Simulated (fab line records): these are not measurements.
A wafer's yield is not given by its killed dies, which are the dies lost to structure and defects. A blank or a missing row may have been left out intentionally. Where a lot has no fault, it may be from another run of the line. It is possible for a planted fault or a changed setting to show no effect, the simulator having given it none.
The tool behind it: which one? | flow sky130 | 12 lots, 36 wafers sampled, at 5 steps of a route of 708

## WHAT EACH GAUGE READ, for each wafer
SKY_SONOS_TUNNEL_TW_MEAS_12.
lot  | measured     | on           | SONOS_TUNNEL_TW
L845 | day 11 14:26 | filmMetro-02 | 196.6 196.4 197.2
L846 | day 11 18:55 | filmMetro-02 | 196.0 195.3 194.9
L847 | day 12 04:05 | filmMetro-02 | 195.3 194.6 194.9
L850 | day 13 04:11 | filmMetro-04 | 196.3 197.1 196.1
L852 | day 13 19:05 | filmMetro-02 | 195.0 195.6 196.0
L859 | day 15 22:25 | filmMetro-02 | 137.1 136.8 137.4
L860 | day 16 03:47 | filmMetro-02 | 137.4 136.6 137.3
L861 | day 16 10:05 | filmMetro-02 | 195.4 194.3 194.2
L862 | day 16 16:22 | filmMetro-04 | 195.7 196.9 198.2
L863 | day 17 02:30 | filmMetro-04 | 198.3 197.7 197.4
L864 | day 17 10:22 | filmMetro-02 | 195.1 196.2 195.4
L867 | day 18 10:59 | filmMetro-01 | 198.0 198.3 197.6

SKY_SONOS_ONO_THK_MEAS_03.
lot  | measured     | on           | SONOS_ONO_CVD_02_THK (nm)
L845 | day 11 18:49 | filmMetro-03 | 10.46 10.52 10.47
L846 | day 11 21:40 | filmMetro-03 | 10.56 10.53 10.54
L847 | day 12 07:20 | filmMetro-03 | 10.86 10.81 10.79
L850 | day 13 13:13 | filmMetro-01 | 10.34 10.39 10.56
L852 | day 13 22:23 | filmMetro-03 | 10.34 10.43 10.53
L859 | day 16 01:23 | filmMetro-03 | 10.44 10.53 10.53
L860 | day 16 08:02 | filmMetro-02 | 10.55 10.64 10.63
L861 | day 16 15:27 | filmMetro-03 | 10.59 10.47 10.46
L862 | day 16 20:46 | filmMetro-02 | 10.54 10.40 10.43
L863 | day 17 08:08 | filmMetro-03 | 10.75 10.68 10.74
L864 | day 17 13:31 | filmMetro-02 | 10.54 10.52 10.50
L867 | day 18 13:31 | filmMetro-02 | 10.38 10.23 10.19

SKY_RES_PROTECT_TW_MEAS_08.
lot  | measured     | on           | POLY_GATE_TW
L845 | day 15 18:14 | filmMetro-04 | 4021 4017 4050
L846 | day 15 17:45 | filmMetro-02 | 3994 4004 4002
L847 | day 16 08:24 | filmMetro-02 | 3985 3990 3999
L850 | day 17 12:20 | filmMetro-02 | 4003 3996 4002
L852 | day 17 22:08 | filmMetro-02 | 4015 4008 4014
L859 | day 20 02:44 | filmMetro-04 | 4021 4027 4029
L860 | day 20 09:05 | filmMetro-02 | 3973 3990 3997
L861 | day 20 17:03 | filmMetro-02 | 3988 4003 4004
L862 | day 20 22:37 | filmMetro-02 | 4001 4022 3987
L863 | day 21 09:50 | filmMetro-02 | 3955 3963 3964
L864 | day 21 16:17 | filmMetro-04 | 4064 4029 4050
L867 | day 22 15:52 | filmMetro-01 | 4047 4055 4028

## WHAT TOOL EACH LOT RAN ON (gives the tool, then ch and the chambers of the sampled wafers, and finally the start)
lot  | SKY_FIELD_ISO_STRIP_16             | SKY_SONOS_TUNNEL_IMPLANT_09
L845 | plasmaAsher-01 ch 0,1, day 2 07:08 | implanter-03 ch 0, day 11 13:56
L846 | plasmaAsher-04 ch 1, day 2 09:19   | implanter-04 ch 0, day 11 18:27
L847 | plasmaAsher-01 ch 0,1, day 2 15:32 | implanter-02 ch 0, day 12 03:40
L850 | plasmaAsher-04 ch 0,1, day 3 09:15 | implanter-03 ch 0, day 13 03:46
L852 | plasmaAsher-04 ch 0,1, day 3 19:32 | implanter-04 ch 0, day 13 18:41
L859 | plasmaAsher-03 ch 0,1, day 5 07:35 | implanter-04 ch 0, day 15 21:59
L860 | plasmaAsher-03 ch 0,1, day 5 11:59 | implanter-04 ch 0, day 16 03:23
L861 | plasmaAsher-04 ch 0,1, day 5 16:32 | implanter-03 ch 0, day 16 09:38
L862 | plasmaAsher-04 ch 0,1, day 5 20:30 | implanter-03 ch 0, day 16 15:50
L863 | plasmaAsher-04 ch 0,1, day 6 02:28 | implanter-02 ch 0, day 17 02:05
L864 | plasmaAsher-04 ch 0,1, day 6 07:30 | implanter-02 ch 0, day 17 09:56
L867 | plasmaAsher-03 ch 0,1, day 7 00:09 | implanter-03 ch 0, day 18 10:34
- SKY_FIELD_ISO_STRIP_16: strips in O2/N2.
- SKY_SONOS_TUNNEL_IMPLANT_09

## AS READ BY THE TOOLS THEMSELVES (means over the sampled wafers that have a number; for cases with no such wafer, the mark the record gives instead)
SKY_FIELD_ISO_STRIP_16.
lot  | tool           | drypumpMotorCurrentA (A) | n2FlowSccm (sccm) | oesProductAu (a.u.) | stripTimeToEndpointS (s)
L845 | plasmaAsher-01 | 5.60                     | 300.3             | 0.379               | 3.57
L846 | plasmaAsher-04 | 5.92                     | 301.0             | 0.378               | 3.59
L847 | plasmaAsher-01 | 5.68                     | 299.6             | 0.378               | 3.55
L850 | plasmaAsher-04 | 5.75                     | 299.9             | 0.379               | 3.55
L852 | plasmaAsher-04 | 5.75                     | 300.2             | 0.381               | 3.57
L859 | plasmaAsher-03 | 5.63                     | 300.3             | 0.383               | 3.57
L860 | plasmaAsher-03 | 5.62                     | 299.6             | 0.376               | 3.53
L861 | plasmaAsher-04 | 5.59                     | 299.6             | 0.381               | 3.59
L862 | plasmaAsher-04 | 5.75                     | 300.6             | 0.380               | 3.56
L863 | plasmaAsher-04 | 5.58                     | 299.9             | 0.379               | 3.58
L864 | plasmaAsher-04 | 5.57                     | 299.8             | 0.381               | 3.59
L867 | plasmaAsher-03 | 5.38                     | 299.9             | 0.376               | 3.59

SKY_SONOS_TUNNEL_IMPLANT_09.
lot  | tool         | doseIonsCm2 | faradayCurrentUA
L845 | implanter-03 | 9.997e+11   | 5.72
L846 | implanter-04 | 9.989e+11   | 5.59
L847 | implanter-02 | 1.001e+12   | 5.56
L850 | implanter-03 | 9.994e+11   | 5.72
L852 | implanter-04 | 1.001e+12   | 5.64
L859 | implanter-04 | 2.761e+11   | 1.54
L860 | implanter-04 | 2.741e+11   | 1.52
L861 | implanter-03 | 1.000e+12   | 5.72
L862 | implanter-03 | 9.993e+11   | 5.63
L863 | implanter-02 | 9.988e+11   | 5.60
L864 | implanter-02 | 9.996e+11   | 5.57
L867 | implanter-03 | 9.997e+11   | 5.64

## THE ANSWER, worked out from the rows above alone
Rule: usual is defined by the lots themselves. The widest of any qualifying gaps counts: lots, ordered by their means at a reading, are off when they make up no more than a third of the lots, leave a main group of 4 or more, and stand apart from it by 3 or more times the standard deviation of that group's means. Not used: any main group whose means are identical at the precision the tables above print for the reading. Also off: a lot with no number at a reading for which 4 or more lots have one. The other lots that the step has rows for count as sound. Order of review: gauges by route order, followed by the tools' own readings, for which a lot's mean as printed above is used. At the first step where some lot is off, the reading lying furthest off is the one used; lots without a number count as furthest.
Off: L859, L860, seen at SKY_SONOS_TUNNEL_TW_MEAS_12 (SONOS_TUNNEL_TW). Mean 196.2 and standard deviation 1.1 in the main group.
If a tool, at a process step before that reading, ran all the lots that are off and no sound lot after the first of them, it fits. The gauges at SKY_SONOS_TUNNEL_TW_MEAS_12 aren't tried: what is off there is off at SKY_SONOS_TUNNEL_IMPLANT_09 too, on other tools, and a gauge's error can't cause that. One fits: implanter-04 at SKY_SONOS_TUNNEL_IMPLANT_09. Its last sound lot is L852 (day 13 18:41), its first lot that is off L859 (day 15 21:59): a fault that began between those two fits.
The tool's own readings at SKY_SONOS_TUNNEL_IMPLANT_09 bear it out: on the lots that are off they differ by more than 5 times the standard deviation of the sound lots' means. doseIonsCm2 reads 2.751e+11 there against 9.997e+11 on the sound lots; faradayCurrentUA reads 1.53 there against 5.64 on the sound lots.

## WHAT THE SIMULATOR PUT IN
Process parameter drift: implanter-04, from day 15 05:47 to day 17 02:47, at SKY_SONOS_TUNNEL_IMPLANT_09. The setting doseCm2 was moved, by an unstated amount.
Struck lots among those shown: L859, L860. This agrees with what the rule above found.
